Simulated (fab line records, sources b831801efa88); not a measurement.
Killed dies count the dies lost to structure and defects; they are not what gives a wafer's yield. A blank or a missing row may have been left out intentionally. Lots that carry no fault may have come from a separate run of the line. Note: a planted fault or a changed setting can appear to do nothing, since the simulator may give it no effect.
Matching of chambers || flow sky130 || 4 sister chambers for SKY_FIELD_ISO_ETCH_14 on rie_diel-03
The step etches BARC in N2/H2, stops on SiO2, time 45.9 s, target depth 60 nm. 8 wafers are shown with their chamber, then 10 later ones without.

## WAFERS, EACH WITH ITS CHAMBER
{"wafer": "L079.4", "chamber": 1, "drypump_motor_current_A (A)": 6.2, "oes_product_au (a.u.)": 0.857}
{"wafer": "L085.4", "chamber": 3, "drypump_motor_current_A (A)": 5.7, "oes_product_au (a.u.)": 0.860}
{"wafer": "L085.5", "chamber": 0, "drypump_motor_current_A (A)": 5.8, "oes_product_au (a.u.)": 0.851}
{"wafer": "L086.3", "chamber": 0, "drypump_motor_current_A (A)": 5.8, "oes_product_au (a.u.)": 0.847}
{"wafer": "L086.4", "chamber": 2, "drypump_motor_current_A (A)": 5.8, "oes_product_au (a.u.)": 0.858}
{"wafer": "L086.5", "chamber": 3, "drypump_motor_current_A (A)": 5.7, "oes_product_au (a.u.)": 0.855}
{"wafer": "L088.1", "chamber": 2, "drypump_motor_current_A (A)": 5.7, "oes_product_au (a.u.)": 0.858}
{"wafer": "L088.2", "chamber": 1, "drypump_motor_current_A (A)": 6.2, "oes_product_au (a.u.)": 0.857}

## WAFERS WHOSE CHAMBER IS MISSING
{"wafer": "L088.5", "drypump_motor_current_A (A)": 6.2, "oes_product_au (a.u.)": 0.857}
{"wafer": "L092.2", "drypump_motor_current_A (A)": 5.8, "oes_product_au (a.u.)": 0.857}
{"wafer": "L092.3", "drypump_motor_current_A (A)": 6.1, "oes_product_au (a.u.)": 0.852}
{"wafer": "L092.4", "drypump_motor_current_A (A)": 5.7, "oes_product_au (a.u.)": 0.855}
{"wafer": "L093.2", "drypump_motor_current_A (A)": 6.2, "oes_product_au (a.u.)": 0.862}
{"wafer": "L093.4", "drypump_motor_current_A (A)": 5.7, "oes_product_au (a.u.)": 0.856}
{"wafer": "L093.5", "drypump_motor_current_A (A)": 6.2, "oes_product_au (a.u.)": 0.848}
{"wafer": "L096.1", "drypump_motor_current_A (A)": 5.7, "oes_product_au (a.u.)": 0.856}
{"wafer": "L096.2", "drypump_motor_current_A (A)": 5.8, "oes_product_au (a.u.)": 0.853}
{"wafer": "L096.4", "drypump_motor_current_A (A)": 6.2, "oes_product_au (a.u.)": 0.851}

## CHAMBER TAKEN BY EACH
{"wafer": "L088.5", "from the rows above": 1, "in truth": 1}
{"wafer": "L092.2", "from the rows above": "can't be placed: 2 or 3", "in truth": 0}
{"wafer": "L092.3", "from the rows above": 1, "in truth": 1}
{"wafer": "L092.4", "from the rows above": "can't be placed: 3 or 2", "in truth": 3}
{"wafer": "L093.2", "from the rows above": 1, "in truth": 1}
{"wafer": "L093.4", "from the rows above": "can't be placed: 3 or 2", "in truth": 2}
{"wafer": "L093.5", "from the rows above": 1, "in truth": 1}
{"wafer": "L096.1", "from the rows above": "can't be placed: 3 or 2", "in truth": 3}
{"wafer": "L096.2", "from the rows above": "can't be placed: 0 or 2 or 3", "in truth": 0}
{"wafer": "L096.4", "from the rows above": 1, "in truth": 1}
5 of 10 placed correctly. Cannot be placed on the basis of these rows: 5; the candidates contain the true chamber in 4. Placed wrongly: 0.
How it was worked out, from the rows above alone: a wafer's distance from a chamber is the root of the sum, over the readings, of the square of ((its reading less the chamber's mean) divided by the reading's scatter). If the next closest chamber is less than 2 further off than the closest, the wafer can't be placed; otherwise it belongs to the closest. A chamber's mean is the mean of its shown wafers. How the scatter is found: for the shown wafers, subtract from each reading the mean of its chamber, square and add these, divide the total by (wafers less chambers), then take the root.
